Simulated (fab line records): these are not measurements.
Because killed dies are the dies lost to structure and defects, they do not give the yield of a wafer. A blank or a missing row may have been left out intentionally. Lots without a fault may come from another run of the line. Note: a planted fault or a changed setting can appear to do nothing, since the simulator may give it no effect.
fab line records	flow sky130
record: lots: 6	wafers: 18	lastDay: 50
route steps=708 shown FIELD_ISO@13 PAD_OPEN@708
lots untouched by any fault: they come from a run of this same line in which no faults occurred
startH: start of the lot's first displayed wafer, in hours after the record's first day	waitH: how many hours have passed since the lot's step before this one	" the same as in the row above	L1.1+2: one row covering several wafers at once	- either no value or no given start	* or withheld: withheld	< > ~ a bound
route shown NAME@n: NAME is a module with steps in the file, n the number in the route of the first one	usual: mean and standard deviation over wafers with no fault	same: alike in all rows	chamber/n: place in a boat	sites: each site's reading	_std_site: the standard deviation of these	_edge_site: the outer-site mean with the inner-site mean subtracted	radiusMm: for every site, how far away it sits from the centre of the wafer	mask NAME#n: copy n	behind: the tool/chamber that last shaped the wafer	hold: why the lot went on hold/how many hours it stayed there/how the hold came to an end	device: which transistor (n, p or np) failed to switch	end of line: at the end of the route, the tests of the same wafers	a step without rows: its recipe alone	killed: dies lost to structure and defects at the first sort, not the wafer's yield	map: a wafer's dies, marking killed ones x, the rest . and places with no die _
set.NAME: the setting that was run; set.NAME@STEP: the one run at that earlier step	model.NAME: the simulator's own value behind a step, which no gauge read
lots at some steps of the route; a table a step, a row a wafer
services: the hour from which a tool's chamber was out of use, counted from the record's first day as startH (under 0 if before that day), plus the number of hours and why
== steps ==
step: SKY_FIELD_ISO_DEVELOP_12
recipe: developTimeS: 60	resist: KrF-thick	devTempC: 21
step: SKY_FIELD_ISO_CD_MEAS_13
recipe: targetCdNm: 150
usual: cdNm: 149.8/1.8
lot.wafer	tool	chamber	startH	waitH	cdNm
L875.2	cdSem-02	-	50.51	-	149.1
L875.3	"	-	"	"	149.7
L875.5	"	-	"	"	149.9
L877.2	cdSem-01	-	59.01	-	152.7
L877.3	"	-	"	"	154.0
L877.6	"	-	"	"	152.2
L884.1	cdSem-02	-	96.63	-	151.2
L884.3	"	-	"	"	149.8
L884.5	"	-	"	"	151.1
L885.1	cdSem-01	-	102.58	-	151.9
L885.2	"	-	"	"	152.8
L885.5	"	-	"	"	152.8
L889.2	cdSem-01	-	123.06	-	148.1
L889.4	"	-	"	"	148.3
L889.5	"	-	"	"	149.0
L892.1	cdSem-02	-	139.28	-	147.3
L892.2	"	-	"	"	147.6
L892.6	"	-	"	"	147.9
step: SKY_FIELD_ISO_ETCH_14
recipe: chemistry: N2/H2	target: BARC	ionEnergyEv: 200	sourceW: 500	biasW: 100	pressureMtorr: 30	n2FlowSccm: 100	h2FlowSccm: 200	stopOn: SiO2	timeS: 45.9	targetDepthA: 600
usual: drypumpMotorCurrentA: 5.93/0.28	h2FlowSccm: 200.0/0.54	oesProductAu: 0.855/0.0041	throttleValvePct: 13.225/0.0099
lot.wafer	tool	chamber	startH	waitH	drypumpMotorCurrentA	h2FlowSccm	oesProductAu	rfHoursCounterH	throttleValvePct
L875.2	rieDiel-02	2	50.61	0.1	6.06	200.3	0.860	145	13.230
L875.3	"	1	"	"	6.34	200.5	0.853	41	13.223
L875.5	"	1	"	"	6.35	199.6	0.863	-	13.222
L877.2	rieDiel-04	3	59.11	0.1	5.57	200.4	0.866	125	13.206
L877.3	"	1	"	"	6.15	200.0	0.858	157	13.216
L877.6	"	1	"	"	6.16	199.9	0.854	-	13.240
L884.1	rieDiel-02	1	96.75	0.1	6.42	200.5	0.853	42	13.227
L884.3	"	3	"	"	5.80	199.7	0.855	105	13.229
L884.5	"	0	"	"	6.09	200.7	0.856	-	13.219
L885.1	rieDiel-04	2	102.70	0.1	5.64	199.7	0.848	76	13.230
L885.2	"	3	"	"	5.61	199.8	0.859	126	13.240
L885.5	"	2	"	"	5.65	200.7	0.852	-	13.222
L889.2	rieDiel-04	0	123.16	0.1	6.04	199.8	0.855	2	13.227
L889.4	"	1	"	"	6.16	200.7	0.851	158	13.218
L889.5	"	1	"	"	6.15	199.9	0.853	-	13.227
L892.1	rieDiel-01	1	139.40	0.1	5.97	200.1	0.854	5	13.223
L892.2	"	2	"	"	6.28	200.6	0.855	133	13.239
L892.6	"	3	"	"	5.45	200.3	0.857	-	13.215
step: SKY_FIELD_ISO_ETCH_15
recipe: chemistry: CHF3/O2	targetDepthNm: 180	stopOn: Si	sourceW: 600	biasW: 200	pressureMtorr: 40	chf3FlowSccm: 50	O2_flow_sccm: 5	timeS: 72
usual: drypumpMotorCurrentA: 5.92/0.28	oesProductAu: 0.945/0.0075	throttleValvePct: 8.843/0.0084
lot.wafer	tool	chamber	startH	waitH	drypumpMotorCurrentA	oesProductAu	rfHoursCounterH	throttleValvePct
L875.2	rieDiel-02	2	50.66	0.0	6.11	0.934	145	8.837
L875.3	"	1	"	"	6.36	0.930	41	8.828
L875.5	"	1	"	"	6.40	0.934	-	8.838
L877.2	rieDiel-04	3	59.16	0.0	5.58	0.940	125	8.846
L877.3	"	1	"	"	6.14	0.937	157	8.829
L877.6	"	1	"	"	6.12	0.936	-	8.836
L884.1	rieDiel-02	1	96.79	0.0	6.38	0.934	42	8.851
L884.3	"	3	"	"	5.79	0.942	105	8.830
L884.5	"	0	"	"	6.09	0.948	-	8.843
L885.1	rieDiel-04	2	102.74	0.0	5.63	0.951	76	8.855
L885.2	"	3	"	"	5.59	0.938	126	8.833
L885.5	"	2	"	"	5.64	0.945	-	8.840
L889.2	rieDiel-04	0	123.21	0.0	5.99	0.946	2	8.848
L889.4	"	1	"	"	6.15	0.948	158	8.838
L889.5	"	1	"	"	6.15	0.942	-	8.835
L892.1	rieDiel-01	1	139.44	0.0	5.97	0.941	5	8.849
L892.2	"	2	"	"	6.30	0.953	133	8.846
L892.6	"	3	"	"	5.47	0.941	-	8.845
step: SKY_FIELD_ISO_STRIP_16
recipe: chemistry: O2/N2	powerW: 1400	pressureMtorr: 1500	platenTempC: withheld	o2FlowSccm: 3000	n2FlowSccm: 300	overashFraction: 0.5
usual: drypumpMotorCurrentA: 5.8/0.37	oesProductAu: 0.378/0.0049	stripTimeToEndpointS: 3.544/0.026
lot.wafer	tool	chamber	startH	waitH	drypumpMotorCurrentA	oesProductAu	rfHoursCounterH	stripTimeToEndpointS
L875.2	plasmaAsher-02	0	50.71	0.0	6.1	0.370	38	3.541
L875.3	"	0	"	"	6.1	0.383	-	3.542
L875.5	"	1	"	"	5.7	0.372	-	3.560
L877.2	plasmaAsher-01	1	59.21	0.0	5.9	0.379	38	3.562
L877.3	"	0	"	"	5.1	0.380	-	3.519
L877.6	"	0	"	"	5.0	0.374	-	3.517
L884.1	plasmaAsher-04	0	96.85	0.0	6.2	0.376	28	3.492
L884.3	"	0	"	"	6.2	0.371	-	3.511
L884.5	"	1	"	"	6.1	0.376	-	3.502
L885.1	plasmaAsher-02	0	102.80	0.0	6.1	0.383	43	3.540
L885.2	"	1	"	"	5.7	0.368	43	3.530
L885.5	"	1	"	"	5.7	0.379	-	3.532
L889.2	plasmaAsher-02	1	123.26	0.0	5.7	0.378	46	3.573
L889.4	"	0	"	"	6.1	0.375	-	3.495
L889.5	"	0	"	"	6.1	0.376	-	3.496
L892.1	plasmaAsher-02	0	139.50	0.0	6.1	0.389	48	3.538
L892.2	"	1	"	"	5.7	0.380	48	3.517
L892.6	"	0	"	"	6.1	0.382	-	3.509
step: SKY_FIELD_ISO_ETCH_17
recipe: targetDepthA: 3420	maskMaterial: Si3N4	chemistry: HBr/Cl2/O2	target: Si	taperDeg: 5	icpW: 600	biasW: 150	pressureMtorr: 15	HBr_flow_sccm: 150	Cl2_flow_sccm: 40	O2_flow_sccm: 6	timeS: 97.7
usual: drypumpMotorCurrentA: 5.7/0.33	oesProductAu: 1.001/0.0081	throttleValvePct: 25.655/0.0099
lot.wafer	tool	chamber	startH	waitH	drypumpMotorCurrentA	oesProductAu	rfHoursCounterH	throttleValvePct
L875.2	rieSi-01	3	50.81	0.1	5.2	0.997	78	25.661
L875.3	"	0	"	"	6.0	1.001	117	25.652
L875.5	"	1	"	"	5.9	0.987	-	25.653
L877.2	rieSi-02	3	59.31	0.1	6.1	1.005	4	25.656
L877.3	"	2	"	"	5.4	1.015	96	25.661
L877.6	"	0	"	"	6.0	0.991	-	25.657
L884.1	rieSi-01	0	96.95	0.1	6.0	1.000	118	25.645
L884.3	"	1	"	"	5.9	0.995	1	25.665
L884.5	"	3	"	"	5.2	0.990	-	25.646
L885.1	rieSi-01	3	102.90	0.1	5.2	0.996	78	25.667
L885.2	"	2	"	"	5.8	1.004	111	25.653
L885.5	"	3	"	"	5.2	1.000	-	25.644
L889.2	rieSi-01	2	123.36	0.1	5.8	0.994	112	25.638
L889.4	"	0	"	"	6.0	0.999	118	25.645
L889.5	"	0	"	"	6.0	0.998	-	25.650
L892.1	rieSi-02	0	139.60	0.1	6.0	0.986	98	25.650
L892.2	"	2	"	"	5.4	0.998	97	25.650
L892.6	"	0	"	"	6.0	0.993	-	25.660
step: SKY_FIELD_ISO_WET_ETCH_18
recipe: chemistry: H3PO4	targetDepthNm: 25	tempC: 160	target: Si3N4	timeS: 286
step: SKY_FIELD_ISO_CLEAN_19
recipe: chemistry: SC1/SC2	mix: 1:4:20	tempC: 70	timeS: 150
step: SKY_FIELD_ISO_CLEAN_20
recipe: chemistry: dHF	timeS: 20	dilution: 100:1
step: SKY_FIELD_ISO_WET_ETCH_21
recipe: chemistry: dHF	dilution: 100:1	targetDepthNm: 20	dry: ipaMarangoni	target: SiO2	tempC: 25	timeS: 400
step: SKY_FIELD_ISO_OXIDATION_22
recipe: tempC: 950	ambient: O2	stabiliseS: 600	purgeS: 300	targetThkA: 100	oxTimeS: 623
step: SKY_FIELD_ISO_THK_MEAS_23
recipe: reads: SiO2_of_FIELD_ISO_OXIDATION_22
usual: FIELD_ISO_OXIDATION_01_THK: 9.93/0.19
lot.wafer	tool	chamber	startH	waitH	FIELD_ISO_OXIDATION_01_THK[nm]
L875.2	filmMetro-01	-	53.80	0.0	9.79
L875.3	"	-	"	"	9.56
L875.5	"	-	"	"	9.68
L877.2	filmMetro-02	-	60.84	0.0	10.38
L877.3	"	-	"	"	10.42
L877.6	"	-	"	"	10.18
L884.1	filmMetro-01	-	98.46	0.0	9.79
L884.3	"	-	"	"	9.83
L884.5	"	-	"	"	9.99
L885.1	filmMetro-03	-	104.41	0.0	10.04
L885.2	"	-	"	"	10.24
L885.5	"	-	"	"	10.19
L889.2	filmMetro-03	-	125.54	0.0	10.06
L889.4	"	-	"	"	10.21
L889.5	"	-	"	"	10.16
L892.1	filmMetro-01	-	141.11	0.0	10.00
L892.2	"	-	"	"	9.71
L892.6	"	-	"	"	9.93
step: SKY_FIELD_ISO_CVD_24
recipe: material: SiO2	targetThkNm: 595	tempC: 650	sigmaOpenFrac: 0.3	timeS: 99.2	sih4FlowSccm: 60	pressureMtorr: 6
usual: pressureMtorr: 6.001/0.012	runLengthS: 127.3/0.49
lot.wafer	tool	chamber	startH	waitH	pressureMtorr	runLengthS
L875.2	hdpcvd-02	2	53.85	0.0	5.991	126.6
L875.3	"	1	"	"	6.027	127.9
L875.5	"	2	"	"	5.983	126.5
L877.2	hdpcvd-01	1	60.89	0.0	6.012	127.6
L877.3	"	0	"	"	6.014	126.9
L877.6	"	0	"	"	5.997	127.2
L884.1	hdpcvd-01	0	98.52	0.1	-	-
L884.3	"	2	"	"	-	-
L884.5	"	2	"	"	-	-
L885.1	hdpcvd-02	0	104.47	0.1	-	-
L885.2	"	1	"	"	-	-
L885.5	"	0	"	"	-	-
L889.2	hdpcvd-01	1	125.59	0.0	5.990	127.6
L889.4	"	0	"	"	5.969	127.0
L889.5	"	0	"	"	5.995	126.9
L892.1	hdpcvd-01	1	141.17	0.1	5.977	127.8
L892.2	"	0	"	"	6.006	127.0
L892.6	"	0	"	"	6.017	127.2
step: SKY_PAD_OPEN_PROBE_99
usual: defectLimitedYield: 82.4/1.8	killed_at_M0_to_M3: 44/7.2	killed_at_M4_up: 3.5/1.8	killedAtContacts: 25/5.1	killedAtFrontEnd: 14/4.4	killedAtOther: 0.4/0.58	killedDies: 87/9.1	killedOnRim: 17/3.9	killedOpen: 48/6.9	killedShort: 38/6.3	sort_bin_3_pad_short: 0.9/0.43	sort_bin_5_function: 10.5/1.5	sort_bin_6_memory: 6.3/1.1	sortNPass: 405/9.1	sortYieldPct: 82.4/1.8
same: grossDies: 492	killedAtBackSide: 0	sort_bin_4_leakage[%]: 0	sort_bin_8_speed[%]: 0
lot.wafer	tool	chamber	startH	waitH	defectLimitedYield[%]	killed_at_M0_to_M3	killed_at_M4_up	killedAtContacts	killedAtFrontEnd	killedAtOther	killedDies	killedOnRim	killedOpen	killedShort	sort_bin_3_pad_short[%]	sort_bin_5_function[%]	sort_bin_6_memory[%]	sortNPass	sortYieldPct[%]
L875.2	prober-02	-	1099.06	0.1	80.3	45	3	33	15	1	97	15	55	41	0.8	12.4	6.5	395	80.3
L875.3	prober-02	-	1099.11	0.2	83.5	41	7	22	10	1	81	18	42	39	1.2	9.8	5.5	411	83.5
L875.5	prober-02	-	1099.21	0.2	79.9	48	6	29	16	0	99	19	61	38	1.2	12.4	6.5	393	79.9
L877.2	prober-02	-	1111.49	0.1	79.3	50	3	28	21	0	102	19	56	46	1.0	14.0	5.7	390	79.3
L877.3	prober-02	-	1111.54	0.2	81.5	54	2	25	10	0	91	19	49	42	0.4	12.2	5.9	401	81.5
L877.6	prober-02	-	1111.69	0.2	82.1	51	3	22	11	1	88	20	47	40	0.8	9.6	7.5	404	82.1
L889.2	prober-01	-	1175.74	0.1	84.6	43	2	14	16	1	76	19	42	34	0	8.9	6.5	416	84.6
L889.4	prober-01	-	1175.84	0.2	86.6	32	3	22	9	0	66	15	36	30	0.4	6.9	6.1	426	86.6
L889.5	prober-01	-	1175.89	0.2	81.3	47	3	23	19	0	92	16	62	29	1.0	11.8	5.9	400	81.3
L892.1	prober-02	-	1194.65	0.1	83.5	45	3	22	11	0	81	20	45	36	0.8	9.3	6.3	411	83.5
L892.2	prober-02	-	1194.70	0.1	82.9	46	4	24	10	0	84	15	53	31	0.8	9.6	6.7	408	82.9
L892.6	prober-02	-	1194.90	0.2	84.6	24	5	27	18	2	76	16	45	31	1.0	8.3	6.1	416	84.6
killed by level:class
L875.2 CONTACT:geometricParticle:open=13 VIA1:geometricParticle:open=11 VIA3:geometricParticle:open=9 VIA1:geometricParticle:short=6 LI_CONTACT:geometricParticle:short=5 LI_CONTACT:geometricParticle:open=5 CONTACT:geometricParticle:short=5 FIELD_ISO:geometricParticle:open=4
L875.3 CONTACT:geometricParticle:open=9 VIA1:geometricParticle:open=9 LI_CONTACT:geometricParticle:open=6 VIA2:geometricParticle:short=5 METAL4:geometricParticle:short=5 METAL1:geometricParticle:short=4 METAL2:geometricParticle:short=4 VIA2:geometricParticle:open=4
L875.5 LI_CONTACT:geometricParticle:open=11 VIA1:geometricParticle:open=10 VIA3:geometricParticle:open=8 VIA2:geometricParticle:open=7 FIELD_ISO:geometricParticle:short=6 CONTACT:geometricParticle:short=5 CONTACT:geometricParticle:open=5 LI_CONTACT:geometricParticle:short=4
L877.2 CONTACT:geometricParticle:open=11 VIA1:geometricParticle:open=10 FIELD_ISO:geometricParticle:open=9 VIA3:geometricParticle:open=7 POLY_GATE:geometricParticle:open=7 METAL2:geometricParticle:short=7 METAL1:geometricParticle:short=7 CONTACT:geometricParticle:short=6
L877.3 CONTACT:geometricParticle:open=9 METAL1:geometricParticle:short=9 LI_CONTACT:geometricParticle:open=8 VIA3:geometricParticle:open=8 VIA1:geometricParticle:open=8 VIA2:geometricParticle:open=6 FIELD_ISO:geometricParticle:short=5 CONTACT:geometricParticle:short=5
L877.6 VIA1:geometricParticle:open=14 CONTACT:geometricParticle:open=11 VIA1:geometricParticle:short=9 VIA2:geometricParticle:short=6 METAL1:geometricParticle:short=5 VIA3:geometricParticle:open=4 VIA2:geometricParticle:open=4 LI_CONTACT:geometricParticle:short=3
L889.2 VIA3:geometricParticle:open=13 POLY_GATE:geometricParticle:short=7 VIA1:geometricParticle:short=7 VIA1:geometricParticle:open=7 VIA2:geometricParticle:open=6 LI_CONTACT:geometricParticle:open=5 CONTACT:geometricParticle:open=5 FIELD_ISO:geometricParticle:short=4
L889.4 CONTACT:geometricParticle:open=10 VIA2:geometricParticle:open=7 VIA1:geometricParticle:open=7 LI_CONTACT:geometricParticle:open=5 VIA1:geometricParticle:short=5 FIELD_ISO:geometricParticle:open=4 METAL1:geometricParticle:short=4 METAL2:geometricParticle:short=4
L889.5 VIA2:geometricParticle:open=11 VIA1:geometricParticle:open=10 VIA3:geometricParticle:open=9 LI_CONTACT:geometricParticle:open=8 CONTACT:geometricParticle:open=8 FIELD_ISO:geometricParticle:open=5 POLY_GATE:geometricParticle:open=5 FIELD_ISO:geometricParticle:short=4
L892.1 VIA1:geometricParticle:open=11 VIA2:geometricParticle:open=8 CONTACT:geometricParticle:open=8 METAL1:geometricParticle:short=8 LI_CONTACT:geometricParticle:open=7 VIA3:geometricParticle:open=5 METAL2:geometricParticle:short=4 VIA2:geometricParticle:short=4
L892.2 VIA1:geometricParticle:open=14 LI_CONTACT:geometricParticle:open=13 VIA1:geometricParticle:short=8 CONTACT:geometricParticle:open=7 METAL2:geometricParticle:short=6 VIA2:geometricParticle:open=5 VIA3:geometricParticle:open=5 FIELD_ISO:geometricParticle:short=4
L892.6 CONTACT:geometricParticle:open=10 FIELD_ISO:geometricParticle:short=9 LI_CONTACT:geometricParticle:open=8 VIA1:geometricParticle:open=5 VIA2:geometricParticle:open=5 CONTACT:geometricParticle:short=4 POLY_GATE:geometricParticle:open=3 METAL2:geometricParticle:short=3
== services ==
tool	chamber	startH	hours	kind
rieSi-02	1	37.82	5.5	repair
hdpcvd-01	1	43.97	6.9	repair
hdpcvd-01	-	66.75	15.0	pm
hdpcvd-01	0	66.75	15.0	ventCycle
hdpcvd-01	1	66.75	15.0	ventCycle
hdpcvd-01	2	66.75	15.0	ventCycle
rieDiel-04	1	69.02	3.4	repair
rieDiel-01	3	76.88	-	clean
rieDiel-01	3	76.88	20.2	scheduledDown
rieDiel-01	3	76.88	20.2	ventCycle
hdpcvd-01	0	81.75	-	clean
hdpcvd-01	1	81.75	-	clean
hdpcvd-01	2	81.75	-	clean
hdpcvd-02	2	93.20	11.1	repair
plasmaAsher-02	-	96.84	0.9	repair
rieDiel-01	3	117.05	3.3	repair
hdpcvd-01	2	118.60	85.3	repair
rieDiel-04	3	125.15	7.8	repair
plasmaAsher-02	-	126.50	2.8	pm
plasmaAsher-04	-	127.61	28.1	pm
plasmaAsher-01	-	130.29	4.3	repair
rieDiel-04	1	136.24	-	clean
rieDiel-04	1	136.24	24.0	scheduledDown
rieDiel-04	1	136.24	24.0	ventCycle
== key ==
firstSign: step: SKY_FIELD_ISO_CVD_24	reading: toolRecord	direction: missing
effect none on later readings
metAt SKY_FIELD_ISO_CVD_24
struckWafers L884.1,L884.3,L884.5,L885.1,L885.2,L885.5
scrappedBehind SKY_FIELD_ISO_THK_MEAS_25 L884.1,L884.3,L884.5,L885.1,L885.2,L885.5
onsetBetween 60.89 98.52
fault: kind: skippedStepWhole	tool: hdpcvd-01,hdpcvd-02	chamber: -	onsetH: 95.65	steps: SKY_FIELD_ISO_CVD_24	scope: struckLotsOnly
